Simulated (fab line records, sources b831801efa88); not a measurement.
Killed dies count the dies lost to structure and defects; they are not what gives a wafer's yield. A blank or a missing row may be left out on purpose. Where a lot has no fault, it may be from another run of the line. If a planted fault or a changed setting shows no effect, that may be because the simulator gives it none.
Which tool was responsible?    flow sky130    Sampling: 6 lots, 18 wafers, 2 of 708 route steps

WHAT THE GAUGES READ, wafer by wafer
SKY_VIA2_CD_MEAS_12 targets a cd of 200 nm.
lot   measured      on         cd nm (nm)
L433  day 36 16:02  cd sem-02  201.0 198.1 198.2
L436  day 37 09:14  cd sem-02  200.4 201.2 199.9
L440  day 38 16:25  cd sem-02  199.8 200.3 199.3
L442  day 38 22:56  cd sem-01  199.2 198.1 198.5
L444  day 39 17:17  cd sem-02  201.1 200.7 201.8
L450  day 41 22:41  cd sem-01  200.4 202.1 201.3

EACH LOT AND THE TOOL THAT RAN IT (in order: tool; ch and the chambers of the sampled wafers; start)
lot   SKY_METAL2_ETCH_18
L433  rie metal-04 ch 1, day 35 13:41
L436  rie metal-01 ch 0,1, day 36 06:32
L440  rie metal-04 ch 0,1, day 37 14:37
L442  rie metal-04 ch 0,1, day 37 20:31
L444  rie metal-01 ch 0,1, day 38 15:19
L450  rie metal-03 ch 0,1, day 40 21:04
- SKY_METAL2_ETCH_18: etches BARC in N2/H2, stops on SiO2, time 45.9 s, target depth 60 nm.

THE ANSWER, worked out from the rows above alone
Rule: usual is defined by the lots themselves. Put in order of their means at a reading, lots are off if they are a third of the lots or fewer, leave a main group of 4 or more, and stand apart from it by a gap of 3 or more times the standard deviation of the main group's means; of several such gaps the widest counts. The tables above print the reading to a certain number of digits; a main group whose means all agree to those digits is not used. Also off: a lot with no number at a reading for which 4 or more lots have one. The other lots that the step has rows for count as sound.
No lot is off at any reading shown: from this, nothing can be told.

WHAT WAS PUT IN BY THE SIMULATOR
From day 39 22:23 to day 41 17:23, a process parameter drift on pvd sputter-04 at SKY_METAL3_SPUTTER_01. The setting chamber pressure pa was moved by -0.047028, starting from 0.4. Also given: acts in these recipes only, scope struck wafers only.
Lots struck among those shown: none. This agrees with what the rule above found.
